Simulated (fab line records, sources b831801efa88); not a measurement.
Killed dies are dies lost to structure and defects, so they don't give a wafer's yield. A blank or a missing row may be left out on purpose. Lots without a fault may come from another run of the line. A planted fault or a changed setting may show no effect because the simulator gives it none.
A struck lot beside a sound one | flow sfq_line | 28 steps out of a route of 325
Sound: wafers L454.2, L454.5, L454.6. Struck: wafer L445.5. (L445.2, L445.6 of the same lot were not struck and are left out.) The cause comes at the end.
At each step with rows: each side's tool, then ch and its chambers, then its first start. Under that, the readings that differ: sound wafers | struck wafers | difference of the means | sigmas: that difference in standard deviations of wafers without a fault.
alike: readings whose means differ by less than 2 such deviations, and words and numbers that are the same on both sides. not compared: withheld readings, readings that some wafer has no value for, bounds like >300 that may hide the same value, and numbers for which the record gives no deviation and whose values overlap.
The two part at a step that has a row with sigmas, a row that says differs or no value, or rows on one side only. Numbers that don't overlap but have no deviation are shown without sigmas and don't part them. A reading that every wafer of one side lacks parts them only if that side has two wafers or more.

first, 6 steps without rows for these wafers: SFQ_TRILAYER_M3_LITHO_COAT_080 (resist thk 62 nm); SFQ_TRILAYER_M3_LITHO_COAT_075 (resist thk 600 nm); SFQ_TRILAYER_M3_LITHO_SOFTBAKE_079; SFQ_TRILAYER_M3_LITHO_EXPOSE_076 (exposes mask M3, target cd 500 nm); SFQ_TRILAYER_M3_LITHO_PEB_078 (peb time 60 s); SFQ_TRILAYER_M3_LITHO_DEVELOP_077 (time 60 s).
SFQ_M3_OVL_MEAS_921:
  sound on overlay-01, day 49 02:59; struck on overlay-01, day 45 06:20
  alike: M3_OVL
then, 1 step without rows for these wafers: SFQ_TRILAYER_M3_BARC_OPEN_METAL_ETCH_100 (etches BARC in O2, target depth 125 nm, time 41.7 s).
SFQ_TRILAYER_M3_ETCH_METAL_ETCH_078: etches Nb in Cl2/Ar, stops on SiO2, target depth 240 nm, time 120 s.
  sound on rie_metal-04 ch 0,1, day 49 03:04; struck on rie_metal-03 ch 1, day 45 06:25
  alike: drypump_motor_current_A, oes_product_au
  not compared: rf_hours_counter_h
SFQ_TRILAYER_M3_STRIP_STRIP_079: strips in O2.
  sound on rie_metal-04 ch 0,1, day 49 03:12; struck on rie_metal-03 ch 1, day 45 06:33
  alike: drypump_motor_current_A, oes_product_au
  not compared: rf_hours_counter_h
then, 1 step without rows for these wafers: SFQ_TRILAYER_M3_STRIP_SOLV_CLEAN_080 (cleans in NMP, time 600 s).
SFQ_TRILAYER_I3_DEP_PECVD_081: deposits SiO2 from SiH4/N2O, time 111.11 s, target thk 500 nm.
  sound on pecvd-04 ch 0,2, day 49 03:58; struck on pecvd-04 ch 2, day 45 07:19
  alike: heater_power_w, throttle_valve_pct
SFQ_TRILAYER_I3_CMP_CMP_082: polishes SiO2.
  sound on cmp-02 ch 1,2, day 49 04:33; struck on cmp-01 ch 2, day 45 09:24
  reading                                             | sound             | struck | difference | sigmas
  motor_current_A (A)                                 | 9.8 9.9 10.1      | 11.5   | +1.6       | +2
  slurry_flow_ml_min                                  | 149.5 149.9 149.0 | 150.5  | +1.0       | +2
  model.SiO2_of_TRILAYER_I3_DEP_PECVD_081.thk_nm (nm) | 200.3 199.3 199.7 | 220.3  | +20.5      |
  alike: time_to_endpoint_s
SFQ_I3_BOW_MEAS_922:
  sound on film_metro-04, day 49 07:04; struck on film_metro-03, day 45 10:25
  reading     | sound  | struck | difference | sigmas
  I3_BOW (um) | 8 5 14 | -11    | -20        | -2
SFQ_TRILAYER_I3_METRO_MEASURE_083:
  sound on film_metro-04, day 49 07:22; struck on film_metro-03, day 45 10:43
  reading     | sound             | struck | difference | sigmas
  thk_nm (nm) | 200.2 199.2 199.8 | 220.2  | +20.5      | +22
then, 6 steps without rows for these wafers: SFQ_TRILAYER_I3_VIA_LITHO_COAT_090 (resist thk 62 nm); SFQ_TRILAYER_I3_VIA_LITHO_COAT_085 (resist thk 650 nm); SFQ_TRILAYER_I3_VIA_LITHO_SOFTBAKE_089; SFQ_TRILAYER_I3_VIA_LITHO_EXPOSE_086 (exposes mask I3, target cd 500 nm); SFQ_TRILAYER_I3_VIA_LITHO_PEB_088 (peb time 60 s); SFQ_TRILAYER_I3_VIA_LITHO_DEVELOP_087 (time 60 s).
-- the record jumps here: 6 days lie between the struck wafers' starts before and after --
SFQ_I3_OVL_MEAS_923:
  sound on overlay-02, day 54 23:34; struck on overlay-02, day 51 09:19
  alike: I3_OVL
SFQ_TRILAYER_I3_VIA_BARC_OPEN_VIA_ETCH_121: etches BARC in O2, target depth 125 nm, time 41.7 s.
  sound on rie_diel-02 ch 0,3, day 54 23:35; struck on rie_diel-01 ch 0, day 51 09:20
  alike: drypump_motor_current_A, oes_product_au
  not compared: rf_hours_counter_h
SFQ_TRILAYER_I3_VIA_ETCH_VIA_ETCH_088: etches SiO2 in CHF3, stops on Nb, target depth 260 nm.
  sound on rie_diel-02 ch 0,3, day 54 23:38; struck on rie_diel-01 ch 0, day 51 09:23
  reading                        | sound             | struck | difference | sigmas
  oes_product_au (a.u.)          | 0.856 0.854 0.864 | 0.904  | +0.046     | +9
  model.etch.depth_nm (nm)       | 200.3 199.3 199.7 | 220.3  | +20.5      |
  model.I3.feature_depth_nm (nm) | 200.3 199.3 199.7 | 220.3  | +20.5      |
  alike: drypump_motor_current_A
SFQ_TRILAYER_I3_VIA_STRIP_STRIP_089: strips in O2.
  sound on rie_metal-04 ch 0,1, day 54 23:45; struck on rie_metal-03 ch 1, day 51 09:29
  alike: drypump_motor_current_A, oes_product_au
  not compared: rf_hours_counter_h
then, 1 step without rows for these wafers: SFQ_TRILAYER_I3_VIA_STRIP_SOLV_CLEAN_090 (cleans in NMP, time 600 s).
SFQ_TRILAYER_M4_DEP_PRE_CLEAN_092: time 22.5 s.
  sound on pvd_sputter-04, day 55 00:31; struck on pvd_sputter-05, day 51 10:16
  reading                                             | sound             | struck | difference | sigmas
  model.SiO2_of_TRILAYER_I3_DEP_PECVD_081.thk_nm (nm) | 192.8 191.8 192.2 | 212.8  | +20.5      |
  alike: bias_v
then, 1 step without rows for these wafers: SFQ_TRILAYER_M4_DEP_SPUTTER_091 (material Nb, target thk 200 nm, time 133.3 s).

WHERE THEY PART
First at SFQ_TRILAYER_I3_CMP_CMP_082; last, within this record, at SFQ_TRILAYER_I3_VIA_ETCH_VIA_ETCH_088. Later steps at which nothing parts them and some readings are alike: SFQ_TRILAYER_I3_VIA_STRIP_STRIP_089, SFQ_TRILAYER_M4_DEP_PRE_CLEAN_092.

WHY: what the simulator had put in
Process parameter drift: cmp-01, from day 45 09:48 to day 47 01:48, at SFQ_TRILAYER_I3_CMP_CMP_082. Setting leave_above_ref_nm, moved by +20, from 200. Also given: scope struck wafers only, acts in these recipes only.
